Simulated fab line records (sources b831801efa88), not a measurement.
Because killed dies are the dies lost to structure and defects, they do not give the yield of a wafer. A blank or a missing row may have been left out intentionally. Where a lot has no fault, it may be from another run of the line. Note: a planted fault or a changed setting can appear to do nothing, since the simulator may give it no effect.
fab line records / flow gf180mcu
record: lots: 14 wafers: 42 last-day: 34
route steps=602 shown STI@22 MVSD@73 VT_IMPLANT@100 POLY_GATE@168
lots with no fault: from the same line, run without faults
start-h: start of the lot's first displayed wafer, in hours after the record's first day / wait-h: how many hours have passed since the lot's step before this one / " unchanged from the row above / L1.1+2: a single row standing in for several wafers / - no value, or no start given / * or withheld: withheld / < > ~ a bound
route shown NAME@n: NAME is a module with steps in the file, n the number in the route of the first one / usual: average and standard deviation across the fault-free wafers / same: alike in all rows / chamber/n: place in a boat / sites: the reading at each site / _std_site: the standard deviation of these / _edge_site: inner sites' mean taken away from outer sites' mean / radius-mm: how far each site lies from the wafer's centre / mask NAME#n: copy n / behind: the tool/chamber that last shaped the wafer / hold: why the lot was held/for how many hours/how that ended / device: names the non-switching transistor (n, p or np) / end of line: the tests these same wafers got at the end of their route / where a step has no rows: the recipe by itself / killed: the dies lost at the first sort to structure and to defects; this is not the yield of the wafer / map: dies across one wafer; x = killed, . = not, _ = none there
set.NAME: the setting as run; set.NAME@STEP: as run at that earlier step / model.NAME: the simulator's own value behind a step, which no gauge read
a sample of lots followed through the steps of the route, with each step as a table and each wafer as a row
services: from which hour (start-h, from the record's first day; less than 0 if before it) a tool's chamber was out of use, for how many hours, and why
== steps ==
step: GF_STI_OXIDATION_21
recipe: temp-c: 1000 ambient: O2 stabilise-s: 600 purge-s: 300 target-thk-a: 150 ox-time-s: 458
usual: ox-temp-c: 1000.0/0.44 ox-temp-c-max: 1003.6/0.93 ox-time-s: 458/0
lot.wafer=L618.2 tool=furnace-02 chamber=0 start-h=27.23 wait-h=0.0 ox-temp-c=999.6 ox-temp-c-max=1003.3 ox-time-s=458
lot.wafer=L618.4 tool=furnace-02 chamber=0 start-h=27.23 wait-h=0.0 ox-temp-c=999.4 ox-temp-c-max=1003.3 ox-time-s=458
lot.wafer=L618.5 tool=furnace-02 chamber=0 start-h=27.23 wait-h=0.0 ox-temp-c=999.9 ox-temp-c-max=1003.7 ox-time-s=458
lot.wafer=L619.2 tool=furnace-01 chamber=0 start-h=32.58 wait-h=0.0 ox-temp-c=999.6 ox-temp-c-max=1002.6 ox-time-s=458
lot.wafer=L619.4 tool=furnace-01 chamber=0 start-h=32.58 wait-h=0.0 ox-temp-c=999.7 ox-temp-c-max=1003.0 ox-time-s=458
lot.wafer=L619.5 tool=furnace-01 chamber=0 start-h=32.58 wait-h=0.0 ox-temp-c=999.7 ox-temp-c-max=1002.9 ox-time-s=458
lot.wafer=L620.1 tool=furnace-01 chamber=0 start-h=36.20 wait-h=0.3 ox-temp-c=999.2 ox-temp-c-max=1002.1 ox-time-s=458
lot.wafer=L620.4 tool=furnace-01 chamber=0 start-h=36.20 wait-h=0.3 ox-temp-c=999.6 ox-temp-c-max=1003.3 ox-time-s=458
lot.wafer=L620.5 tool=furnace-01 chamber=0 start-h=36.20 wait-h=0.3 ox-temp-c=999.8 ox-temp-c-max=1003.0 ox-time-s=458
lot.wafer=L622.3 tool=furnace-01 chamber=0 start-h=47.33 wait-h=0.0 ox-temp-c=1000.6 ox-temp-c-max=1003.1 ox-time-s=458
lot.wafer=L622.4 tool=furnace-01 chamber=0 start-h=47.33 wait-h=0.0 ox-temp-c=1000.6 ox-temp-c-max=1003.3 ox-time-s=458
lot.wafer=L622.5 tool=furnace-01 chamber=0 start-h=47.33 wait-h=0.0 ox-temp-c=1000.5 ox-temp-c-max=1003.7 ox-time-s=458
lot.wafer=L623.2 tool=furnace-02 chamber=0 start-h=52.90 wait-h=0.0 ox-temp-c=1000.0 ox-temp-c-max=1005.7 ox-time-s=458
lot.wafer=L623.3 tool=furnace-02 chamber=0 start-h=52.90 wait-h=0.0 ox-temp-c=1000.3 ox-temp-c-max=1004.6 ox-time-s=458
lot.wafer=L623.6 tool=furnace-02 chamber=0 start-h=52.90 wait-h=0.0 ox-temp-c=999.9 ox-temp-c-max=1004.7 ox-time-s=458
lot.wafer=L625.1 tool=furnace-01 chamber=0 start-h=62.97 wait-h=0.3 ox-temp-c=1000.5 ox-temp-c-max=1003.0 ox-time-s=458
lot.wafer=L625.5 tool=furnace-01 chamber=0 start-h=62.97 wait-h=0.3 ox-temp-c=1000.3 ox-temp-c-max=1003.2 ox-time-s=458
lot.wafer=L625.6 tool=furnace-01 chamber=0 start-h=62.97 wait-h=0.3 ox-temp-c=1000.4 ox-temp-c-max=1003.4 ox-time-s=458
lot.wafer=L626.1 tool=furnace-02 chamber=0 start-h=68.41 wait-h=0.0 ox-temp-c=999.9 ox-temp-c-max=1003.4 ox-time-s=458
lot.wafer=L626.2 tool=furnace-02 chamber=0 start-h=68.41 wait-h=0.0 ox-temp-c=1001.1 ox-temp-c-max=1004.8 ox-time-s=458
lot.wafer=L626.3 tool=furnace-02 chamber=0 start-h=68.41 wait-h=0.0 ox-temp-c=999.8 ox-temp-c-max=1004.1 ox-time-s=458
lot.wafer=L627.1 tool=furnace-02 chamber=0 start-h=72.94 wait-h=0.0 ox-temp-c=999.7 ox-temp-c-max=1003.4 ox-time-s=458
lot.wafer=L627.4 tool=furnace-02 chamber=0 start-h=72.94 wait-h=0.0 ox-temp-c=999.3 ox-temp-c-max=1002.9 ox-time-s=458
lot.wafer=L627.5 tool=furnace-02 chamber=0 start-h=72.94 wait-h=0.0 ox-temp-c=999.3 ox-temp-c-max=1004.9 ox-time-s=458
lot.wafer=L629.1 tool=furnace-02 chamber=0 start-h=82.76 wait-h=0.0 ox-temp-c=1000.5 ox-temp-c-max=1004.2 ox-time-s=458
lot.wafer=L629.2 tool=furnace-02 chamber=0 start-h=82.76 wait-h=0.0 ox-temp-c=1000.8 ox-temp-c-max=1004.7 ox-time-s=458
lot.wafer=L629.3 tool=furnace-02 chamber=0 start-h=82.76 wait-h=0.0 ox-temp-c=1000.6 ox-temp-c-max=1004.6 ox-time-s=458
lot.wafer=L635.2 tool=furnace-02 chamber=- start-h=114.85 wait-h=0.0 ox-temp-c=- ox-temp-c-max=- ox-time-s=-
lot.wafer=L635.3 tool=furnace-02 chamber=- start-h=114.85 wait-h=0.0 ox-temp-c=- ox-temp-c-max=- ox-time-s=-
lot.wafer=L635.5 tool=furnace-02 chamber=- start-h=114.85 wait-h=0.0 ox-temp-c=- ox-temp-c-max=- ox-time-s=-
lot.wafer=L636.2 tool=furnace-01 chamber=- start-h=118.75 wait-h=0.0 ox-temp-c=- ox-temp-c-max=- ox-time-s=-
lot.wafer=L636.3 tool=furnace-01 chamber=- start-h=118.75 wait-h=0.0 ox-temp-c=- ox-temp-c-max=- ox-time-s=-
lot.wafer=L636.4 tool=furnace-01 chamber=- start-h=118.75 wait-h=0.0 ox-temp-c=- ox-temp-c-max=- ox-time-s=-
lot.wafer=L638.1 tool=furnace-01 chamber=0 start-h=128.94 wait-h=0.0 ox-temp-c=1000.3 ox-temp-c-max=1003.0 ox-time-s=458
lot.wafer=L638.3 tool=furnace-01 chamber=0 start-h=128.94 wait-h=0.0 ox-temp-c=1000.1 ox-temp-c-max=1003.2 ox-time-s=458
lot.wafer=L638.5 tool=furnace-01 chamber=0 start-h=128.94 wait-h=0.0 ox-temp-c=1000.1 ox-temp-c-max=1002.9 ox-time-s=458
lot.wafer=L639.1 tool=furnace-01 chamber=0 start-h=134.09 wait-h=0.0 ox-temp-c=1000.1 ox-temp-c-max=1002.8 ox-time-s=458
lot.wafer=L639.2 tool=furnace-01 chamber=0 start-h=134.09 wait-h=0.0 ox-temp-c=999.6 ox-temp-c-max=1003.5 ox-time-s=458
lot.wafer=L639.3 tool=furnace-01 chamber=0 start-h=134.09 wait-h=0.0 ox-temp-c=1000.1 ox-temp-c-max=1003.0 ox-time-s=458
lot.wafer=L640.2 tool=furnace-01 chamber=0 start-h=139.45 wait-h=0.0 ox-temp-c=999.9 ox-temp-c-max=1003.9 ox-time-s=458
lot.wafer=L640.3 tool=furnace-01 chamber=0 start-h=139.45 wait-h=0.0 ox-temp-c=999.6 ox-temp-c-max=1002.5 ox-time-s=458
lot.wafer=L640.6 tool=furnace-01 chamber=0 start-h=139.45 wait-h=0.0 ox-temp-c=999.8 ox-temp-c-max=1001.9 ox-time-s=458
step: GF_MVSD_OVL_MEAS_07
usual: MVSD_OVL: -0.7/1.7
lot.wafer=L618.2 tool=overlay-02 chamber=- start-h=83.27 wait-h=- MVSD_OVL[nm]=-2.6
lot.wafer=L618.4 tool=overlay-02 chamber=- start-h=83.27 wait-h=- MVSD_OVL[nm]=-3.0
lot.wafer=L618.5 tool=overlay-02 chamber=- start-h=83.27 wait-h=- MVSD_OVL[nm]=-1.4
lot.wafer=L619.2 tool=overlay-02 chamber=- start-h=89.47 wait-h=- MVSD_OVL[nm]=-1.7
lot.wafer=L619.4 tool=overlay-02 chamber=- start-h=89.47 wait-h=- MVSD_OVL[nm]=-2.8
lot.wafer=L619.5 tool=overlay-02 chamber=- start-h=89.47 wait-h=- MVSD_OVL[nm]=-1.1
lot.wafer=L620.1 tool=overlay-01 chamber=- start-h=94.06 wait-h=- MVSD_OVL[nm]=0.9
lot.wafer=L620.4 tool=overlay-01 chamber=- start-h=94.06 wait-h=- MVSD_OVL[nm]=-0.2
lot.wafer=L620.5 tool=overlay-01 chamber=- start-h=94.06 wait-h=- MVSD_OVL[nm]=0.7
lot.wafer=L622.3 tool=overlay-02 chamber=- start-h=106.77 wait-h=- MVSD_OVL[nm]=-0.1
lot.wafer=L622.4 tool=overlay-02 chamber=- start-h=106.77 wait-h=- MVSD_OVL[nm]=-0.4
lot.wafer=L622.5 tool=overlay-02 chamber=- start-h=106.77 wait-h=- MVSD_OVL[nm]=-0.5
lot.wafer=L623.2 tool=overlay-01 chamber=- start-h=111.21 wait-h=- MVSD_OVL[nm]=-3.0
lot.wafer=L623.3 tool=overlay-01 chamber=- start-h=111.21 wait-h=- MVSD_OVL[nm]=-2.5
lot.wafer=L623.6 tool=overlay-01 chamber=- start-h=111.21 wait-h=- MVSD_OVL[nm]=-4.6
lot.wafer=L625.1 tool=overlay-01 chamber=- start-h=124.90 wait-h=- MVSD_OVL[nm]=1.9
lot.wafer=L625.5 tool=overlay-01 chamber=- start-h=124.90 wait-h=- MVSD_OVL[nm]=0.0
lot.wafer=L625.6 tool=overlay-01 chamber=- start-h=124.90 wait-h=- MVSD_OVL[nm]=0.9
lot.wafer=L626.1 tool=overlay-02 chamber=- start-h=129.81 wait-h=- MVSD_OVL[nm]=0.5
lot.wafer=L626.2 tool=overlay-02 chamber=- start-h=129.81 wait-h=- MVSD_OVL[nm]=0.6
lot.wafer=L626.3 tool=overlay-02 chamber=- start-h=129.81 wait-h=- MVSD_OVL[nm]=0.5
lot.wafer=L627.1 tool=overlay-02 chamber=- start-h=134.31 wait-h=- MVSD_OVL[nm]=-1.1
lot.wafer=L627.4 tool=overlay-02 chamber=- start-h=134.31 wait-h=- MVSD_OVL[nm]=0.0
lot.wafer=L627.5 tool=overlay-02 chamber=- start-h=134.31 wait-h=- MVSD_OVL[nm]=-0.6
lot.wafer=L629.1 tool=overlay-01 chamber=- start-h=146.01 wait-h=- MVSD_OVL[nm]=-0.9
lot.wafer=L629.2 tool=overlay-01 chamber=- start-h=146.01 wait-h=- MVSD_OVL[nm]=-1.8
lot.wafer=L629.3 tool=overlay-01 chamber=- start-h=146.01 wait-h=- MVSD_OVL[nm]=-0.8
lot.wafer=L638.1 tool=overlay-01 chamber=- start-h=195.86 wait-h=- MVSD_OVL[nm]=-2.4
lot.wafer=L638.3 tool=overlay-01 chamber=- start-h=195.86 wait-h=- MVSD_OVL[nm]=-1.9
lot.wafer=L638.5 tool=overlay-01 chamber=- start-h=195.86 wait-h=- MVSD_OVL[nm]=-1.6
lot.wafer=L639.1 tool=overlay-01 chamber=- start-h=202.20 wait-h=- MVSD_OVL[nm]=-3.0
lot.wafer=L639.2 tool=overlay-01 chamber=- start-h=202.20 wait-h=- MVSD_OVL[nm]=-1.3
lot.wafer=L639.3 tool=overlay-01 chamber=- start-h=202.20 wait-h=- MVSD_OVL[nm]=-4.2
lot.wafer=L640.2 tool=overlay-01 chamber=- start-h=208.21 wait-h=- MVSD_OVL[nm]=-2.7
lot.wafer=L640.3 tool=overlay-01 chamber=- start-h=208.21 wait-h=- MVSD_OVL[nm]=-3.6
lot.wafer=L640.6 tool=overlay-01 chamber=- start-h=208.21 wait-h=- MVSD_OVL[nm]=-2.9
step: GF_VT_IMPLANT_TW_MEAS_10
usual: VT_IMPLANT_TW: 566/4.9
lot.wafer=L618.2 tool=film-metro-04 chamber=- start-h=112.61 wait-h=0.1 VT_IMPLANT_TW=560
lot.wafer=L618.4 tool=film-metro-04 chamber=- start-h=112.61 wait-h=0.1 VT_IMPLANT_TW=561
lot.wafer=L618.5 tool=film-metro-04 chamber=- start-h=112.61 wait-h=0.1 VT_IMPLANT_TW=558
lot.wafer=L619.2 tool=film-metro-04 chamber=- start-h=118.45 wait-h=0.1 VT_IMPLANT_TW=560
lot.wafer=L619.4 tool=film-metro-04 chamber=- start-h=118.45 wait-h=0.1 VT_IMPLANT_TW=558
lot.wafer=L619.5 tool=film-metro-04 chamber=- start-h=118.45 wait-h=0.1 VT_IMPLANT_TW=561
lot.wafer=L620.1 tool=film-metro-04 chamber=- start-h=123.94 wait-h=0.1 VT_IMPLANT_TW=563
lot.wafer=L620.4 tool=film-metro-04 chamber=- start-h=123.94 wait-h=0.1 VT_IMPLANT_TW=562
lot.wafer=L620.5 tool=film-metro-04 chamber=- start-h=123.94 wait-h=0.1 VT_IMPLANT_TW=560
lot.wafer=L622.3 tool=film-metro-02 chamber=- start-h=137.26 wait-h=0.1 VT_IMPLANT_TW=570
lot.wafer=L622.4 tool=film-metro-02 chamber=- start-h=137.26 wait-h=0.1 VT_IMPLANT_TW=568
lot.wafer=L622.5 tool=film-metro-02 chamber=- start-h=137.26 wait-h=0.1 VT_IMPLANT_TW=572
lot.wafer=L623.2 tool=film-metro-04 chamber=- start-h=142.25 wait-h=0.1 VT_IMPLANT_TW=561
lot.wafer=L623.3 tool=film-metro-04 chamber=- start-h=142.25 wait-h=0.1 VT_IMPLANT_TW=563
lot.wafer=L623.6 tool=film-metro-04 chamber=- start-h=142.25 wait-h=0.1 VT_IMPLANT_TW=561
lot.wafer=L625.1 tool=film-metro-01 chamber=- start-h=157.00 wait-h=0.1 VT_IMPLANT_TW=565
lot.wafer=L625.5 tool=film-metro-01 chamber=- start-h=157.00 wait-h=0.1 VT_IMPLANT_TW=568
lot.wafer=L625.6 tool=film-metro-01 chamber=- start-h=157.00 wait-h=0.1 VT_IMPLANT_TW=564
lot.wafer=L626.1 tool=film-metro-02 chamber=- start-h=161.75 wait-h=0.1 VT_IMPLANT_TW=569
lot.wafer=L626.2 tool=film-metro-02 chamber=- start-h=161.75 wait-h=0.1 VT_IMPLANT_TW=568
lot.wafer=L626.3 tool=film-metro-02 chamber=- start-h=161.75 wait-h=0.1 VT_IMPLANT_TW=570
lot.wafer=L627.1 tool=film-metro-01 chamber=- start-h=165.69 wait-h=0.1 VT_IMPLANT_TW=567
lot.wafer=L627.4 tool=film-metro-01 chamber=- start-h=165.69 wait-h=0.1 VT_IMPLANT_TW=566
lot.wafer=L627.5 tool=film-metro-01 chamber=- start-h=165.69 wait-h=0.1 VT_IMPLANT_TW=567
lot.wafer=L629.1 tool=film-metro-01 chamber=- start-h=177.29 wait-h=0.1 VT_IMPLANT_TW=570
lot.wafer=L629.2 tool=film-metro-01 chamber=- start-h=177.29 wait-h=0.1 VT_IMPLANT_TW=564
lot.wafer=L629.3 tool=film-metro-01 chamber=- start-h=177.29 wait-h=0.1 VT_IMPLANT_TW=565
lot.wafer=L638.1 tool=film-metro-04 chamber=- start-h=231.55 wait-h=0.1 VT_IMPLANT_TW=564
lot.wafer=L638.3 tool=film-metro-04 chamber=- start-h=231.55 wait-h=0.1 VT_IMPLANT_TW=561
lot.wafer=L638.5 tool=film-metro-04 chamber=- start-h=231.55 wait-h=0.1 VT_IMPLANT_TW=565
lot.wafer=L639.1 tool=film-metro-04 chamber=- start-h=238.89 wait-h=0.1 VT_IMPLANT_TW=563
lot.wafer=L639.2 tool=film-metro-04 chamber=- start-h=238.89 wait-h=0.1 VT_IMPLANT_TW=565
lot.wafer=L639.3 tool=film-metro-04 chamber=- start-h=238.89 wait-h=0.1 VT_IMPLANT_TW=560
lot.wafer=L640.2 tool=film-metro-01 chamber=- start-h=245.55 wait-h=0.1 VT_IMPLANT_TW=565
lot.wafer=L640.3 tool=film-metro-01 chamber=- start-h=245.55 wait-h=0.1 VT_IMPLANT_TW=566
lot.wafer=L640.6 tool=film-metro-01 chamber=- start-h=245.55 wait-h=0.1 VT_IMPLANT_TW=567
step: GF_POLY_GATE_OVL_MEAS_11
usual: POLY_GATE_OVL: 3/5.1
lot.wafer=L618.2 tool=overlay-02 chamber=- start-h=198.08 wait-h=0.1 POLY_GATE_OVL[nm]=2
lot.wafer=L618.4 tool=overlay-02 chamber=- start-h=198.08 wait-h=0.1 POLY_GATE_OVL[nm]=6
lot.wafer=L618.5 tool=overlay-02 chamber=- start-h=198.08 wait-h=0.1 POLY_GATE_OVL[nm]=6
lot.wafer=L619.2 tool=overlay-02 chamber=- start-h=205.23 wait-h=0.1 POLY_GATE_OVL[nm]=-2
lot.wafer=L619.4 tool=overlay-02 chamber=- start-h=205.23 wait-h=0.1 POLY_GATE_OVL[nm]=-1
lot.wafer=L619.5 tool=overlay-02 chamber=- start-h=205.23 wait-h=0.1 POLY_GATE_OVL[nm]=3
lot.wafer=L620.1 tool=overlay-02 chamber=- start-h=210.28 wait-h=0.1 POLY_GATE_OVL[nm]=7
lot.wafer=L620.4 tool=overlay-02 chamber=- start-h=210.28 wait-h=0.1 POLY_GATE_OVL[nm]=4
lot.wafer=L620.5 tool=overlay-02 chamber=- start-h=210.28 wait-h=0.1 POLY_GATE_OVL[nm]=3
lot.wafer=L622.3 tool=overlay-02 chamber=- start-h=225.53 wait-h=0.1 POLY_GATE_OVL[nm]=1
lot.wafer=L622.4 tool=overlay-02 chamber=- start-h=225.53 wait-h=0.1 POLY_GATE_OVL[nm]=-1
lot.wafer=L622.5 tool=overlay-02 chamber=- start-h=225.53 wait-h=0.1 POLY_GATE_OVL[nm]=1
lot.wafer=L623.2 tool=overlay-02 chamber=- start-h=233.23 wait-h=0.1 POLY_GATE_OVL[nm]=4
lot.wafer=L623.3 tool=overlay-02 chamber=- start-h=233.23 wait-h=0.1 POLY_GATE_OVL[nm]=8
lot.wafer=L623.6 tool=overlay-02 chamber=- start-h=233.23 wait-h=0.1 POLY_GATE_OVL[nm]=4
lot.wafer=L625.1 tool=overlay-01 chamber=- start-h=248.97 wait-h=0.1 POLY_GATE_OVL[nm]=-2
lot.wafer=L625.5 tool=overlay-01 chamber=- start-h=248.97 wait-h=0.1 POLY_GATE_OVL[nm]=-7
lot.wafer=L625.6 tool=overlay-01 chamber=- start-h=248.97 wait-h=0.1 POLY_GATE_OVL[nm]=-5
lot.wafer=L626.1 tool=overlay-01 chamber=- start-h=254.42 wait-h=0.1 POLY_GATE_OVL[nm]=7
lot.wafer=L626.2 tool=overlay-01 chamber=- start-h=254.42 wait-h=0.1 POLY_GATE_OVL[nm]=9
lot.wafer=L626.3 tool=overlay-01 chamber=- start-h=254.42 wait-h=0.1 POLY_GATE_OVL[nm]=7
lot.wafer=L627.1 tool=overlay-02 chamber=- start-h=258.92 wait-h=0.1 POLY_GATE_OVL[nm]=5
lot.wafer=L627.4 tool=overlay-02 chamber=- start-h=258.92 wait-h=0.1 POLY_GATE_OVL[nm]=2
lot.wafer=L627.5 tool=overlay-02 chamber=- start-h=258.92 wait-h=0.1 POLY_GATE_OVL[nm]=6
lot.wafer=L629.1 tool=overlay-01 chamber=- start-h=272.28 wait-h=0.1 POLY_GATE_OVL[nm]=-5
lot.wafer=L629.2 tool=overlay-01 chamber=- start-h=272.28 wait-h=0.1 POLY_GATE_OVL[nm]=4
lot.wafer=L629.3 tool=overlay-01 chamber=- start-h=272.28 wait-h=0.1 POLY_GATE_OVL[nm]=5
lot.wafer=L638.1 tool=overlay-02 chamber=- start-h=338.23 wait-h=0.1 POLY_GATE_OVL[nm]=-3
lot.wafer=L638.3 tool=overlay-02 chamber=- start-h=338.23 wait-h=0.1 POLY_GATE_OVL[nm]=-2
lot.wafer=L638.5 tool=overlay-02 chamber=- start-h=338.23 wait-h=0.1 POLY_GATE_OVL[nm]=-2
lot.wafer=L639.1 tool=overlay-02 chamber=- start-h=346.02 wait-h=0.1 POLY_GATE_OVL[nm]=1
lot.wafer=L639.2 tool=overlay-02 chamber=- start-h=346.02 wait-h=0.1 POLY_GATE_OVL[nm]=-1
lot.wafer=L639.3 tool=overlay-02 chamber=- start-h=346.02 wait-h=0.1 POLY_GATE_OVL[nm]=-1
lot.wafer=L640.2 tool=overlay-01 chamber=- start-h=353.38 wait-h=0.1 POLY_GATE_OVL[nm]=-1
lot.wafer=L640.3 tool=overlay-01 chamber=- start-h=353.38 wait-h=0.1 POLY_GATE_OVL[nm]=0
lot.wafer=L640.6 tool=overlay-01 chamber=- start-h=353.38 wait-h=0.1 POLY_GATE_OVL[nm]=-4
== services ==
tool=furnace-01 chamber=- start-h=11.52 hours=2.9 kind=pm
== key ==
first-sign: step: GF_STI_OXIDATION_21 reading: tool-record direction: missing
effect none on later readings
met-at GF_STI_OXIDATION_21
struck-lots L635,L636
later-rows-left-out L635.2,L635.3,L635.5,L636.2,L636.3,L636.4
sort-left-out L635.2,L635.3,L635.5,L636.2,L636.3,L636.4
tester-left-out L635,L636
not-acting-at GF_MVSD_OVL_MEAS_07,GF_VT_IMPLANT_TW_MEAS_10,GF_POLY_GATE_OVL_MEAS_11
onset-between 82.76 114.85
fault: kind: skipped-step-whole tool: furnace-01,furnace-02 chamber: - onset-h: 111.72 steps: GF_STI_OXIDATION_21 scope: struck-lots-only
tester-left-out: of these lots the tester's yield and bins aren't shown, on N5 and GAA mostly nor the transistor test; their killed dies are dies lost to structure and defects alone, not to doping, threshold or leakage, so they don't give the yield
sort-left-out: the simulated sort isn't trusted on such a fault, so these wafers' sort isn't shown, and their yield isn't known
later-rows-left-out: the simulator's readings of these wafers behind a module that went badly wrong aren't trusted and aren't shown, but for the sort
